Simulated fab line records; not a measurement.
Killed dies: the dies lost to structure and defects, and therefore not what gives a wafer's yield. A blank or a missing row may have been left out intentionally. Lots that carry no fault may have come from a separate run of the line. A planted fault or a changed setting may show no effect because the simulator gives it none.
fab line records | flow gf180mcu
record: lots: 12 | wafers: 36 | last-day: 34
route steps=602 shown SAB@273 CONTACT@287
lots untouched by any fault: they come from a run of this same line in which no faults occurred
start-h: the number of hours between the record's first day and the start of the first shown wafer of the lot | wait-h: how many hours have passed since the lot's step before this one | " same as the row above | L1.1+2: a single row standing in for several wafers | - no value present, or no start provided | * or withheld: withheld | < > ~ a bound
route shown NAME@n: NAME is a module with steps in the file, n the number in the route of the first one | usual: the fault-free wafers' mean and standard deviation | same: alike in all rows | chamber/n: place in a boat | sites: readings site by site | _std_site: their standard deviation | _edge_site: the outer-site mean with the inner-site mean subtracted | radius-mm: for every site, how far away it sits from the centre of the wafer | mask NAME#n: copy n | behind: the tool/chamber that last shaped the wafer | hold: reason for holding the lot/hours on hold/outcome of the hold | device: the n, p or np transistor that did not switch | end of line: at the end of the route, the tests of the same wafers | a step with no rows: only its recipe | killed: dies lost to structure and defects at the first sort, not the wafer's yield | map: a wafer's dies, x killed, . not, _ none there
set.NAME: the setting as run; set.NAME@STEP: as run at that earlier step | model.NAME: the simulator's own value behind a step, which no gauge read
a sample of lots followed through the steps of the route, with each step as a table and each wafer as a row
services: the hour from which a tool's chamber was out of use, counted from the record's first day as start-h (under 0 if before that day), plus the number of hours and why
== steps ==
step: GF_SAB_CD_MEAS_09
recipe: target-cd-nm: 420
usual: cd-nm: 419.3/2
lot.wafer | tool      | chamber | start-h | wait-h | cd-nm
L318.2    | cd-sem-02 | -       | 337.64  | 0.1    | 418.2
L318.3    | "         | -       | "       | "      | 418.5
L318.5    | "         | -       | "       | "      | 417.9
L320.1    | cd-sem-02 | -       | 369.99  | 0.1    | 415.7
L320.2    | "         | -       | "       | "      | 415.4
L320.6    | "         | -       | "       | "      | 417.4
L321.1    | cd-sem-01 | -       | 371.21  | 0.1    | 420.3
L321.2    | "         | -       | "       | "      | 421.3
L321.3    | "         | -       | "       | "      | 421.3
L322.1    | cd-sem-01 | -       | 386.49  | 0.1    | 418.1
L322.2    | "         | -       | "       | "      | 417.5
L322.3    | "         | -       | "       | "      | 418.7
L325.1    | cd-sem-01 | -       | 411.16  | 0.1    | 417.0
L325.5    | "         | -       | "       | "      | 417.8
L325.6    | "         | -       | "       | "      | 415.9
L327.1    | cd-sem-02 | -       | 417.71  | 0.1    | 418.1
L327.3    | "         | -       | "       | "      | 416.2
L327.6    | "         | -       | "       | "      | 418.3
L335.2    | cd-sem-02 | -       | 486.73  | 0.1    | 420.7
L335.3    | "         | -       | "       | "      | 420.1
L335.4    | "         | -       | "       | "      | 419.0
L337.2    | cd-sem-01 | -       | 496.13  | 0.1    | 417.3
L337.3    | "         | -       | "       | "      | 416.3
L337.5    | "         | -       | "       | "      | 417.1
L338.2    | cd-sem-01 | -       | 502.68  | 0.1    | 419.0
L338.3    | "         | -       | "       | "      | 420.0
L338.4    | "         | -       | "       | "      | 420.4
L339.2    | cd-sem-02 | -       | 515.48  | 0.1    | 422.6
L339.4    | "         | -       | "       | "      | 423.7
L339.6    | "         | -       | "       | "      | 421.0
L340.3    | cd-sem-02 | -       | 522.42  | 0.1    | 418.5
L340.5    | "         | -       | "       | "      | 417.5
L340.6    | "         | -       | "       | "      | 418.9
L341.1    | cd-sem-02 | -       | 535.06  | 0.1    | 417.5
L341.2    | "         | -       | "       | "      | 420.0
L341.4    | "         | -       | "       | "      | 419.3
step: GF_SAB_STRIP_13
recipe: chemistry: O2/N2 | power-w: 1400 | pressure-mtorr: 1500 | platen-temp-c: 250 | o2-flow-sccm: 3067 | n2-flow-sccm: 300 | overash-fraction: 0.5
usual: drypump-motor-current-A: 6.0/0.48 | heater-power-w: 316/30 | n2-flow-sccm: 300.1/1.4 | oes-product-au: 0.710/0.0045 | strip-time-to-endpoint-s: 12.60/0.034
same: overash-fraction: 0.5
lot.wafer | tool            | chamber | start-h | wait-h | drypump-motor-current-A | heater-power-w | n2-flow-sccm | oes-product-au | rf-hours-counter-h | strip-time-to-endpoint-s
L318.2    | plasma-asher-03 | 0       | 337.92  | 0.0    | 6.1                     | 351            | 301.1        | 0.708          | 22                 | 12.61
L318.3    | "               | 0       | "       | "      | 6.1                     | 360            | 301.0        | 0.707          | -                  | 12.58
L318.5    | "               | 1       | "       | "      | 6.6                     | 307            | 300.2        | 0.715          | -                  | 12.58
L320.1    | plasma-asher-03 | 1       | 370.29  | 0.0    | 6.6                     | 306            | 300.5        | 0.704          | 26                 | 12.66
L320.2    | "               | 0       | "       | "      | 6.1                     | 354            | 302.1        | 0.705          | 26                 | 12.61
L320.6    | "               | 1       | "       | "      | 6.6                     | 308            | 301.5        | 0.714          | -                  | 12.67
L321.1    | plasma-asher-01 | 0       | 371.52  | 0.0    | 5.2                     | 344            | 300.4        | 0.710          | 72                 | 12.60
L321.2    | "               | 1       | "       | "      | 5.3                     | 279            | 299.1        | 0.712          | 72                 | 12.59
L321.3    | "               | 0       | "       | "      | 5.3                     | 356            | 300.0        | 0.710          | -                  | 12.62
L322.1    | plasma-asher-03 | 1       | 386.79  | 0.0    | 6.6                     | 307            | 300.7        | 0.715          | 28                 | 12.57
L322.2    | "               | 0       | "       | "      | 6.1                     | 354            | 298.9        | 0.712          | 28                 | 12.53
L322.3    | "               | 1       | "       | "      | 6.6                     | 302            | 300.9        | 0.715          | -                  | 12.53
L325.1    | plasma-asher-01 | 1       | 411.47  | 0.0    | 5.4                     | 282            | 298.5        | 0.701          | 76                 | 12.56
L325.5    | "               | 0       | "       | "      | 5.2                     | 360            | 300.7        | 0.711          | -                  | 12.60
L325.6    | "               | 1       | "       | "      | 5.4                     | 292            | 299.6        | 0.712          | -                  | 12.56
L327.1    | plasma-asher-02 | 1       | 418.02  | 0.0    | 6.2                     | 306            | 299.4        | 0.709          | 62                 | 12.64
L327.3    | "               | 0       | "       | "      | 6.3                     | 288            | 298.9        | 0.708          | -                  | 12.59
L327.6    | "               | 0       | "       | "      | 6.3                     | 272            | 300.1        | 0.724          | -                  | 12.60
L335.2    | plasma-asher-01 | 1       | 487.02  | 0.0    | 5.4                     | 284            | 299.5        | 0.715          | 84                 | 12.66
L335.3    | "               | 1       | "       | "      | 5.4                     | 284            | 299.1        | 0.715          | -                  | 12.64
L335.4    | "               | 0       | "       | "      | 5.3                     | 352            | 300.6        | 0.708          | -                  | 12.66
L337.2    | plasma-asher-01 | 0       | 496.43  | 0.0    | 5.2                     | 339            | 299.6        | 0.715          | 86                 | 12.57
L337.3    | "               | 1       | "       | "      | 5.4                     | 284            | 299.8        | 0.706          | -                  | 12.56
L337.5    | "               | 1       | "       | "      | 5.4                     | 284            | 298.6        | 0.709          | -                  | 12.58
L338.2    | plasma-asher-02 | 0       | 502.98  | 0.0    | 6.2                     | 283            | 299.6        | 0.712          | 71                 | 12.61
L338.3    | "               | 0       | "       | "      | 6.2                     | 275            | 300.0        | 0.712          | -                  | 12.59
L338.4    | "               | 1       | "       | "      | 6.2                     | 312            | 299.9        | 0.710          | -                  | 12.59
L339.2    | plasma-asher-03 | 0       | 515.92  | 0.0    | 6.1                     | 356            | 298.5        | 0.712          | 42                 | 12.65
L339.4    | "               | 1       | "       | "      | 6.6                     | 308            | 313.0        | 0.712          | -                  | 12.63
L339.6    | "               | 1       | "       | "      | 6.6                     | 301            | 300.3        | 0.708          | -                  | 12.65
L340.3    | plasma-asher-02 | 1       | 522.86  | 0.0    | 6.2                     | 309            | 299.2        | 0.708          | -                  | 12.59
L340.5    | "               | 0       | "       | "      | 6.2                     | 288            | 300.7        | 0.708          | -                  | 12.59
L340.6    | "               | 1       | "       | "      | 6.2                     | 303            | 298.0        | 0.706          | -                  | 12.56
L341.1    | plasma-asher-01 | 0       | 535.37  | 0.0    | 5.3                     | 342            | 301.6        | 0.715          | 89                 | 12.59
L341.2    | "               | 1       | "       | "      | 5.4                     | 284            | 300.4        | 0.708          | 89                 | 12.58
L341.4    | "               | 0       | "       | "      | 5.3                     | 355            | 301.6        | 0.707          | -                  | 12.58
step: GF_CONTACT_CVD_00
recipe: material: SiO2 | target-thk-nm: 300 | sigma-open-frac: 0.3 | temp-c: 400 | time-s: 50 | sih4-flow-sccm: 60 | pressure-mtorr: 6
usual: sih4-flow-sccm: 60.00/0.17
same: time-s: 50
lot.wafer | tool      | chamber | start-h | wait-h | sih4-flow-sccm
L318.2    | hdpcvd-01 | 2       | 338.65  | 0.1    | 60.22
L318.3    | "         | 1       | "       | "      | 59.98
L318.5    | "         | 0       | "       | "      | 60.16
L320.1    | hdpcvd-02 | 2       | 371.01  | 0.1    | 60.05
L320.2    | "         | 1       | "       | "      | 59.70
L320.6    | "         | 0       | "       | "      | 60.01
L321.1    | hdpcvd-01 | 2       | 372.23  | 0.1    | 60.16
L321.2    | "         | 0       | "       | "      | 60.17
L321.3    | "         | 1       | "       | "      | 59.82
L322.1    | hdpcvd-02 | 0       | 387.51  | 0.1    | 60.16
L322.2    | "         | 1       | "       | "      | 59.80
L322.3    | "         | 2       | "       | "      | 59.82
L325.1    | hdpcvd-01 | 0       | 412.18  | 0.1    | 59.74
L325.5    | "         | 2       | "       | "      | 60.19
L325.6    | "         | 1       | "       | "      | 59.93
L327.1    | hdpcvd-02 | 2       | 418.73  | 0.1    | 89.82
L327.3    | "         | 1       | "       | "      | 60.11
L327.6    | "         | 0       | "       | "      | 59.94
L335.2    | hdpcvd-01 | 0       | 487.74  | 0.1    | 59.86
L335.3    | "         | 2       | "       | "      | 59.76
L335.4    | "         | 2       | "       | "      | 59.67
L337.2    | hdpcvd-02 | 0       | 497.15  | 0.1    | 59.97
L337.3    | "         | 2       | "       | "      | 60.09
L337.5    | "         | 1       | "       | "      | 59.97
L338.2    | hdpcvd-02 | 0       | 503.71  | 0.1    | 60.16
L338.3    | "         | 1       | "       | "      | 59.81
L338.4    | "         | 2       | "       | "      | 60.13
L339.2    | hdpcvd-02 | 1       | 516.89  | 0.1    | 59.98
L339.4    | "         | 1       | "       | "      | 59.97
L339.6    | "         | 0       | "       | "      | 59.72
L340.3    | hdpcvd-01 | 2       | 523.83  | 0.1    | 59.81
L340.5    | "         | 0       | "       | "      | 59.78
L340.6    | "         | 2       | "       | "      | 59.79
L341.1    | hdpcvd-02 | 0       | 536.08  | 0.1    | 59.75
L341.2    | "         | 2       | "       | "      | 59.91
L341.4    | "         | 1       | "       | "      | 60.13
step: GF_CONTACT_THK_MEAS_01
recipe: reads: SiO2_of_CONTACT_CVD_00
usual: CONTACT_CVD_00_THK: 299/3.6
lot.wafer | tool          | chamber | start-h | wait-h | CONTACT_CVD_00_THK[nm]
L318.2    | film-metro-03 | -       | 338.70  | 0.0    | 298
L318.3    | "             | -       | "       | "      | 302
L318.5    | "             | -       | "       | "      | 298
L320.1    | film-metro-01 | -       | 371.06  | 0.0    | 300
L320.2    | "             | -       | "       | "      | 301
L320.6    | "             | -       | "       | "      | 299
L321.1    | film-metro-04 | -       | 372.28  | 0.0    | 299
L321.2    | "             | -       | "       | "      | 298
L321.3    | "             | -       | "       | "      | 301
L322.1    | film-metro-01 | -       | 387.55  | 0.0    | 295
L322.2    | "             | -       | "       | "      | 298
L322.3    | "             | -       | "       | "      | 304
L325.1    | film-metro-01 | -       | 412.23  | 0.0    | 302
L325.5    | "             | -       | "       | "      | 295
L325.6    | "             | -       | "       | "      | 298
L327.1    | film-metro-01 | -       | 418.78  | 0.0    | 455
L327.3    | "             | -       | "       | "      | 303
L327.6    | "             | -       | "       | "      | 301
L335.2    | film-metro-04 | -       | 487.80  | 0.0    | 300
L335.3    | "             | -       | "       | "      | 291
L335.4    | "             | -       | "       | "      | 297
L337.2    | film-metro-01 | -       | 497.24  | 0.1    | 298
L337.3    | "             | -       | "       | "      | 303
L337.5    | "             | -       | "       | "      | 302
L338.2    | film-metro-01 | -       | 503.77  | 0.0    | 296
L338.3    | "             | -       | "       | "      | 300
L338.4    | "             | -       | "       | "      | 303
L339.2    | film-metro-01 | -       | 516.94  | 0.0    | 301
L339.4    | "             | -       | "       | "      | 304
L339.6    | "             | -       | "       | "      | 299
L340.3    | film-metro-04 | -       | 523.89  | 0.0    | 297
L340.5    | "             | -       | "       | "      | 301
L340.6    | "             | -       | "       | "      | 296
L341.1    | film-metro-04 | -       | 536.13  | 0.0    | 298
L341.2    | "             | -       | "       | "      | 304
L341.4    | "             | -       | "       | "      | 300
step: GF_CONTACT_THK_MEAS_03
recipe: reads: SiO2_of_CONTACT_CVD_02
usual: CONTACT_CVD_02_THK: 859/11
lot.wafer | tool          | chamber | start-h | wait-h | CONTACT_CVD_02_THK[nm]
L318.2    | film-metro-01 | -       | 338.83  | 0.0    | 851
L318.3    | "             | -       | "       | "      | 836
L318.5    | "             | -       | "       | "      | 860
L320.1    | film-metro-04 | -       | 371.19  | 0.0    | 865
L320.2    | "             | -       | "       | "      | 853
L320.6    | "             | -       | "       | "      | 867
L321.1    | film-metro-03 | -       | 372.41  | 0.0    | 862
L321.2    | "             | -       | "       | "      | 861
L321.3    | "             | -       | "       | "      | 849
L322.1    | film-metro-03 | -       | 387.68  | 0.0    | 862
L322.2    | "             | -       | "       | "      | 871
L322.3    | "             | -       | "       | "      | 856
L325.1    | film-metro-04 | -       | 412.39  | 0.1    | 853
L325.5    | "             | -       | "       | "      | 877
L325.6    | "             | -       | "       | "      | 867
L327.1    | film-metro-04 | -       | 418.91  | 0.0    | 852
L327.3    | "             | -       | "       | "      | 851
L327.6    | "             | -       | "       | "      | 854
L335.2    | film-metro-04 | -       | 487.93  | 0.0    | 865
L335.3    | "             | -       | "       | "      | 866
L335.4    | "             | -       | "       | "      | 879
L337.2    | film-metro-01 | -       | 497.37  | 0.0    | 842
L337.3    | "             | -       | "       | "      | 833
L337.5    | "             | -       | "       | "      | 865
L338.2    | film-metro-04 | -       | 503.90  | 0.0    | 835
L338.3    | "             | -       | "       | "      | 850
L338.4    | "             | -       | "       | "      | 865
L339.2    | film-metro-03 | -       | 517.07  | 0.0    | 848
L339.4    | "             | -       | "       | "      | 869
L339.6    | "             | -       | "       | "      | 862
L340.3    | film-metro-04 | -       | 524.02  | 0.1    | 856
L340.5    | "             | -       | "       | "      | 864
L340.6    | "             | -       | "       | "      | 875
L341.1    | film-metro-01 | -       | 536.26  | 0.0    | 844
L341.2    | "             | -       | "       | "      | 858
L341.4    | "             | -       | "       | "      | 865
step: GF_CONTACT_ETCH_17
recipe: chemistry: C4F8/O2/Ar | mask-material: KrF | target: SiO2 | stop-on: CoSi2 | source-w: 1500 | bias-w: 1200 | pressure-mtorr: 40 | c4f8-flow-sccm: withheld | O2_flow_sccm: 6 | Ar_flow_sccm: 300 | time-s: withheld | target-depth-a: 8600
usual: oes-product-au: 0.814/0.0046
lot.wafer | tool        | chamber | start-h | wait-h | oes-product-au
L318.2    | rie-diel-01 | 0       | -       | -      | 0.809
L318.3    | "           | 2       | "       | "      | 0.821
L318.5    | "           | 3       | "       | "      | 0.815
L320.1    | rie-diel-03 | 1       | -       | -      | 0.810
L320.2    | "           | 0       | "       | "      | 0.817
L320.6    | "           | 1       | "       | "      | 0.823
L321.1    | rie-diel-02 | 3       | -       | -      | 0.809
L321.2    | "           | 1       | "       | "      | 0.808
L321.3    | "           | 3       | "       | "      | 0.814
L322.1    | rie-diel-01 | 2       | -       | -      | 0.813
L322.2    | "           | 1       | "       | "      | 0.816
L322.3    | "           | 3       | "       | "      | 0.818
L325.1    | rie-diel-03 | 1       | -       | -      | 0.815
L325.5    | "           | 0       | "       | "      | 0.818
L325.6    | "           | 3       | "       | "      | 0.820
L327.1    | rie-diel-03 | 0       | -       | -      | 0.893
L327.3    | "           | 3       | "       | "      | 0.811
L327.6    | "           | 0       | "       | "      | 0.808
L335.2    | rie-diel-02 | 2       | -       | -      | 0.818
L335.3    | "           | 0       | "       | "      | 0.805
L335.4    | "           | 3       | "       | "      | 0.820
L337.2    | rie-diel-01 | 1       | -       | -      | 0.822
L337.3    | "           | 0       | "       | "      | 0.820
L337.5    | "           | 2       | "       | "      | 0.810
L338.2    | rie-diel-01 | 3       | -       | -      | 0.815
L338.3    | "           | 0       | "       | "      | 0.810
L338.4    | "           | 1       | "       | "      | 0.818
L339.2    | rie-diel-03 | 1       | -       | -      | 0.816
L339.4    | "           | 0       | "       | "      | 0.818
L339.6    | "           | 3       | "       | "      | 0.811
L340.3    | rie-diel-02 | 1       | -       | -      | 0.807
L340.5    | "           | 3       | "       | "      | 0.817
L340.6    | "           | 2       | "       | "      | 0.824
L341.1    | rie-diel-01 | 1       | -       | -      | 0.810
L341.2    | "           | 3       | "       | "      | 0.821
L341.4    | "           | 0       | "       | "      | 0.808
== services ==
tool            | chamber | start-h | hours | kind
rie-diel-01     | 2       | 329.79  | 2.8   | repair
plasma-asher-01 | -       | 333.66  | 14.6  | pm
rie-diel-02     | 1       | 349.67  | 1.4   | repair
rie-diel-03     | 1       | 351.47  | 1.5   | repair
hdpcvd-01       | -       | 352.05  | 1.5   | repair
plasma-asher-02 | -       | 352.41  | 0.7   | repair
hdpcvd-02       | -       | 356.33  | 2.8   | pm
rie-diel-02     | 2       | 356.66  | 18.8  | repair
rie-diel-02     | 2       | 389.22  | 15.4  | repair
rie-diel-02     | 0       | 392.08  | 4.2   | repair
rie-diel-01     | 1       | 397.33  | 5.3   | repair
hdpcvd-01       | -       | 424.01  | 2.3   | repair
rie-diel-01     | -       | 431.01  | 2.8   | pm
rie-diel-01     | 0       | 437.97  | 9.4   | repair
plasma-asher-01 | -       | 464.81  | 1.2   | repair
hdpcvd-01       | 1       | 490.66  | 3.9   | repair
hdpcvd-01       | -       | 505.31  | 1.8   | repair
rie-diel-03     | 2       | 506.69  | 21.9  | repair
plasma-asher-01 | -       | 510.74  | 4.3   | pm
rie-diel-01     | 2       | 522.78  | 9.4   | repair
rie-diel-03     | -       | 529.11  | 0.2   | repair
hdpcvd-01       | 0       | 530.48  | 18.6  | repair
hdpcvd-02       | -       | 539.25  | 15.0  | pm
rie-diel-03     | 0       | 548.97  | 65.0  | repair
== key ==
first-sign: step: GF_CONTACT_CVD_00 | reading: sih4-flow-sccm | direction: up | sigmas: 99+ | usual: 60.00 | struck: 89.82
effect: step: GF_CONTACT_THK_MEAS_01 | reading: CONTACT_CVD_00_THK | direction: up | sigmas: 43 | usual: 299 | struck: 455
effect: step: GF_CONTACT_ETCH_17 | reading: oes-product-au | direction: up | sigmas: 17 | usual: 0.814 | struck: 0.893
met-at GF_CONTACT_CVD_00
struck-lots L327
struck-wafers L327.1
tester-left-out L327
not-acting-at GF_SAB_CD_MEAS_09,GF_SAB_STRIP_13,GF_CONTACT_THK_MEAS_03
onset-between 387.51 418.73
fault: kind: process-parameter-drift | tool: hdpcvd-02 | chamber: 2 | onset-h: 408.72 | steps: GF_CONTACT_CVD_00 | channel: sih4-flow-sccm | offset: 30 | shape: step | end-h: 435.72 | acts-in: these-recipes-only | stated: 60
tester-left-out: of these lots the tester's yield and bins aren't shown, on N5 and GAA mostly nor the transistor test; their killed dies are dies lost to structure and defects alone, not to doping, threshold or leakage, so they don't give the yield
